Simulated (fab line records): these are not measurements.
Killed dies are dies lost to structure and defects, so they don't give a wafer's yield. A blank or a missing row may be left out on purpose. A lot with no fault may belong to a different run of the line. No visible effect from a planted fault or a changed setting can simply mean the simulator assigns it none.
Which tool is to blame?	flow gf180mcu	6 lots, 16 wafers sampled, at 4 steps of a route of 602

== WHAT THE GAUGES READ, wafer by wafer ==
GF_PSD_RS_MEAS_14: measurement is done with a four-point probe.
lot	measured	on	NSD_RS (ohm/sq)
L656	day 14 23:31	film metro-04	46.12 45.99 46.07
L658	day 15 16:19	film metro-03	46.29 46.14 46.16
L662	day 17 08:25	film metro-01	46.12 46.08 45.98
L666	day 18 16:10	film metro-03	46.13 46.12 46.10
L668	day 19 05:40	film metro-03	46.11 46.16 46.16
L673	day 21 00:53	film metro-04	44.76

== TOOL THAT RAN EACH LOT (tool first, then ch and the chambers of the sampled wafers, then the start) ==
lot	GF_HV_LDD_STRIP_37	GF_NSD_IMPLANT_09	GF_NSD_STRIP_11
L656	plasma asher-01 ch 0,1, day 12 05:04	implanter-01 ch 0, day 14 01:10	plasma asher-01 ch 0,1, day 14 01:28
L658	plasma asher-03 ch 1, day 12 21:58	implanter-01 ch 0, day 14 18:07	plasma asher-04 ch 0,1, day 14 18:25
L662	plasma asher-01 ch 0,1, day 14 10:34	implanter-04 ch 0, day 16 08:31	plasma asher-04 ch 0,1, day 16 08:49
L666	plasma asher-04 ch 0,1, day 15 16:28	implanter-01 ch 0, day 17 15:40	plasma asher-01 ch 0,1, day 17 15:58
L668	plasma asher-01 ch 0,1, day 16 03:10	implanter-03 ch 0, day 18 05:10	plasma asher-01 ch 0,1, day 18 05:28
L673	plasma asher-04 ch 1, day 17 21:00	implanter-03 ch 0, day 20 00:14	plasma asher-04 ch 0, day 20 00:30
- GF_HV_LDD_STRIP_37: strips in O2/N2.
- GF_NSD_IMPLANT_09
- GF_NSD_STRIP_11: strips in O2/N2.

== THE ANSWER, worked out from the rows above alone ==
Rule: usual is defined by the lots themselves. The widest of any qualifying gaps counts: lots, ordered by their means at a reading, are off when they make up no more than a third of the lots, leave a main group of 4 or more, and stand apart from it by 3 or more times the standard deviation of that group's means. A main group is skipped when, at the precision printed for the reading in the tables above, its means are all equal. A lot without any number at a reading at which 4 lots or more have one is off too. The other lots that the step has rows for count as sound.
Off: L673, seen at GF_PSD_RS_MEAS_14 (NSD_RS). The main group: mean 46.12 ohm/sq, standard deviation 0.052.
A tool fits if, at a process step before that reading, it ran every lot that is off, and no sound lot after the first of them. The gauges at GF_PSD_RS_MEAS_14 are tried like those tools. Can't be told from this: 3 tools fit, plasma asher-04 at GF_HV_LDD_STRIP_37 and GF_NSD_STRIP_11, implanter-03 at GF_NSD_IMPLANT_09, film metro-04 at GF_PSD_RS_MEAS_14.

== WHAT THE SIMULATOR PUT IN ==
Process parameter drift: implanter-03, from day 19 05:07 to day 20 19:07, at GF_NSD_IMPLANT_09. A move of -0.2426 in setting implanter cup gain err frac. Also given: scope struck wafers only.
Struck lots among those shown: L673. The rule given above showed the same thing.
